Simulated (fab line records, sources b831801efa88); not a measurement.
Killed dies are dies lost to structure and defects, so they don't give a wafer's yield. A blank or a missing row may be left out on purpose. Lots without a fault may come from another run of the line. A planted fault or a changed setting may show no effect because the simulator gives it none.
Which tool did it? | flow sky130 | 12 lots, 34 wafers sampled, at 5 steps of a route of 708

WHAT THE GAUGES READ, wafer by wafer
SKY_CAP2M_THK_MEAS_04: measures by xrf.
lot  | measured     | on            | CAP2M_TIN_THK (nm)
L791 | day 39 16:52 | film_metro-01 | 201.9 203.5 201.6
L792 | day 39 22:16 | film_metro-03 | 200.3 201.2 200.2
L793 | day 40 09:47 | film_metro-01 | 201.6 205.3 200.5
L796 | day 41 02:34 | film_metro-01 | 198.6 201.3 202.2
L795 | day 41 02:40 | film_metro-03 | 202.6 199.4 201.8
L801 | day 42 13:44 | film_metro-02 | 199.7 200.3
L802 | day 42 23:21 | film_metro-03 | 197.8 199.3
L805 | day 43 16:42 | film_metro-03 | 202.1 203.0 199.0
L806 | day 43 22:28 | film_metro-01 | 197.6 195.9 199.2
L807 | day 44 07:46 | film_metro-01 | 197.7 199.5 199.6
L813 | day 45 13:00 | film_metro-02 | 195.9 198.9 198.9
L814 | day 45 16:34 | film_metro-01 | 200.9 201.2 201.5

SKY_METAL5_RS_MEAS_05: measures by four-point-probe.
lot  | measured     | on            | METAL5_ALCU_RS (ohm/sq)
L791 | day 42 20:20 | film_metro-03 | 0.02734 0.02714 0.02717
L792 | day 43 01:03 | film_metro-01 | 0.027 0.02698 0.02714
L793 | day 43 11:04 | film_metro-04 | 0.02723 0.02733 0.02754
L796 | day 44 03:03 | film_metro-04 | 0.02699 0.02727 0.02701
L795 | day 44 03:44 | film_metro-01 | 0.02711 0.02679 0.02663
L801 | day 45 11:56 | film_metro-04 | 0.02687 0.02672
L802 | day 45 21:49 | film_metro-01 | 0.0271 0.02693
L805 | day 46 12:56 | film_metro-03 | 0.02696 0.02727 0.02723
L806 | day 46 17:29 | film_metro-04 | 0.02716 0.02716 0.0272
L807 | day 47 03:08 | film_metro-03 | 0.02711 0.02701 0.0274
L813 | day 48 05:39 | film_metro-01 | 0.02679 0.02684 0.02669
L814 | day 48 07:28 | film_metro-03 | 0.02718 0.02718 0.02691

WHICH TOOL RAN EACH LOT (tool, then ch and the chambers of the sampled wafers, then the start)
lot  | SKY_VIA3_SPUTTER_20          | SKY_METAL4_METAL_ETCH_18          | SKY_METAL4_STRIP_19
L791 | pvd_sputter-02, day 39 15:29 | rie_metal-02 ch 0,1, day 41 18:23 | plasma_asher-02 ch 0,1, day 41 18:34
L792 | pvd_sputter-01, day 39 21:07 | rie_metal-01 ch 0,1, day 41 22:56 | plasma_asher-01 ch 0,1, day 41 23:07
L793 | pvd_sputter-01, day 40 08:38 | rie_metal-03 ch 0,1, day 42 09:12 | plasma_asher-04 ch 0,1, day 42 09:22
L796 | pvd_sputter-01, day 41 01:26 | rie_metal-01 ch 0,1, day 43 01:08 | plasma_asher-02 ch 0, day 43 01:19
L795 | pvd_sputter-02, day 41 01:32 | rie_metal-02 ch 0,1, day 43 01:47 | plasma_asher-01 ch 1, day 43 01:58
L801 | pvd_sputter-02, day 42 12:36 | rie_metal-01 ch 0,1, day 44 12:02 | plasma_asher-01 ch 0,1, day 44 12:13
L802 | pvd_sputter-04, day 42 22:13 | rie_metal-01 ch 0,1, day 44 21:41 | plasma_asher-01 ch 0,1, day 44 21:52
L805 | pvd_sputter-02, day 43 15:08 | rie_metal-03 ch 0,1, day 45 13:09 | plasma_asher-04 ch 0,1, day 45 13:18
L806 | pvd_sputter-01, day 43 21:20 | rie_metal-02 ch 0,1, day 45 18:23 | plasma_asher-01 ch 0,1, day 45 18:34
L807 | pvd_sputter-02, day 44 06:36 | rie_metal-03 ch 0,1, day 46 03:18 | plasma_asher-01 ch 0,1, day 46 03:28
L813 | pvd_sputter-04, day 45 11:52 | rie_metal-02 ch 0,1, day 47 07:27 | plasma_asher-04 ch 0,1, day 47 07:37
L814 | pvd_sputter-01, day 45 15:27 | rie_metal-03 ch 0,1, day 47 09:47 | plasma_asher-01 ch 0,1, day 47 09:58
- SKY_VIA3_SPUTTER_20: material TiN, target thk 20 nm, time 80 s.
- SKY_METAL4_METAL_ETCH_18: etches the open film in Cl2/BCl3, stops on SiO2, target depth 845 nm, time 183.1 s.
- SKY_METAL4_STRIP_19: strips in O2/N2.

WHAT THE TOOLS THEMSELVES READ (means of the sampled wafers that have a number; where no wafer has one, the mark that the record gives instead)
SKY_VIA3_SPUTTER_20.
lot  | tool           | throttle_valve_pct (%)
L791 | pvd_sputter-02 | 31.1
L792 | pvd_sputter-01 | 29.6
L793 | pvd_sputter-01 | 29.5
L796 | pvd_sputter-01 | 30.1
L795 | pvd_sputter-02 | 30.3
L801 | pvd_sputter-02 | 30.4
L802 | pvd_sputter-04 | 28.7
L805 | pvd_sputter-02 | 30.0
L806 | pvd_sputter-01 | 29.6
L807 | pvd_sputter-02 | 29.7
L813 | pvd_sputter-04 | 29.7
L814 | pvd_sputter-01 | 29.2

SKY_METAL4_METAL_ETCH_18.
lot  | tool         | drypump_motor_current_A (A) | oes_product_au (a.u.) | throttle_valve_pct (%)
L791 | rie_metal-02 | 5.4                         | 0.866                 | 22.257
L792 | rie_metal-01 | 5.5                         | 0.858                 | 22.263
L793 | rie_metal-03 | 5.9                         | 0.868                 | 22.267
L796 | rie_metal-01 | 5.3                         | 0.862                 | 22.262
L795 | rie_metal-02 | 5.4                         | 0.869                 | 22.267
L801 | rie_metal-01 | 5.3                         | 0.817                 | 22.267
L802 | rie_metal-01 | 5.3                         | 0.803                 | 22.261
L805 | rie_metal-03 | 5.8                         | 0.863                 | 22.267
L806 | rie_metal-02 | 5.6                         | 0.867                 | 22.268
L807 | rie_metal-03 | 5.9                         | 0.866                 | 22.265
L813 | rie_metal-02 | 5.4                         | 0.859                 | 22.270
L814 | rie_metal-03 | 5.9                         | 0.865                 | 22.264

SKY_METAL4_STRIP_19.
lot  | tool            | drypump_motor_current_A (A) | oes_product_au (a.u.) | strip_time_to_endpoint_s (s)
L791 | plasma_asher-02 | 4.8                         | 0.506                 | 6.58
L792 | plasma_asher-01 | 5.8                         | 0.505                 | 6.60
L793 | plasma_asher-04 | 5.3                         | 0.507                 | 6.60
L796 | plasma_asher-02 | 4.8                         | 0.496                 | 6.50
L795 | plasma_asher-01 | 5.7                         | 0.500                 | 6.58
L801 | plasma_asher-01 | 5.8                         | 0.475                 | 5.90
L802 | plasma_asher-01 | 5.8                         | 0.474                 | 5.81
L805 | plasma_asher-04 | 5.3                         | 0.502                 | 6.60
L806 | plasma_asher-01 | 5.7                         | 0.506                 | 6.62
L807 | plasma_asher-01 | 5.8                         | 0.501                 | 6.57
L813 | plasma_asher-04 | 5.3                         | 0.508                 | 6.57
L814 | plasma_asher-01 | 5.8                         | 0.501                 | 6.62

THE ANSWER, worked out from the rows above alone
Rule: what is usual is taken from the lots themselves. Put in order of their means at a reading, lots are off if they are a third of the lots or fewer, leave a main group of 4 or more, and stand apart from it by a gap of 3 or more times the standard deviation of the main group's means; of several such gaps the widest counts. A main group whose means are all the same, to the digits that the tables above print for the reading, isn't used. A lot without any number at a reading at which 4 lots or more have one is off too. The other lots that the step has rows for count as sound. The gauges are gone through in route order, then the tools' own readings, and for those a lot's mean is taken as printed above. The first step at which some lot is off is used, and at that step the reading that is off furthest; a lot without a number counts as furthest.
Off: L801, L802, at SKY_METAL4_METAL_ETCH_18 (oes_product_au). The main group: mean 0.864 a.u., standard deviation 0.0035.
A tool fits if, at that step or a process step before it, it ran every lot that is off, and no sound lot after the first of them. One fits: rie_metal-01 at SKY_METAL4_METAL_ETCH_18. Its last sound lot is L796 (day 43 01:08), its first lot that is off L801 (day 44 12:02): a fault that began between those two fits.
The tool's own readings at SKY_METAL4_METAL_ETCH_18 bear it out: on the lots that are off they differ by more than 5 times the standard deviation of the sound lots' means. oes_product_au reads 0.810 a.u. there against 0.864 a.u. on the sound lots.

WHAT THE SIMULATOR HAD PUT IN
Process parameter drift: rie_metal-01, from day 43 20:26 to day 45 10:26, at SKY_METAL4_METAL_ETCH_18. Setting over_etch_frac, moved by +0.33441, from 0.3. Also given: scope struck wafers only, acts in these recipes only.
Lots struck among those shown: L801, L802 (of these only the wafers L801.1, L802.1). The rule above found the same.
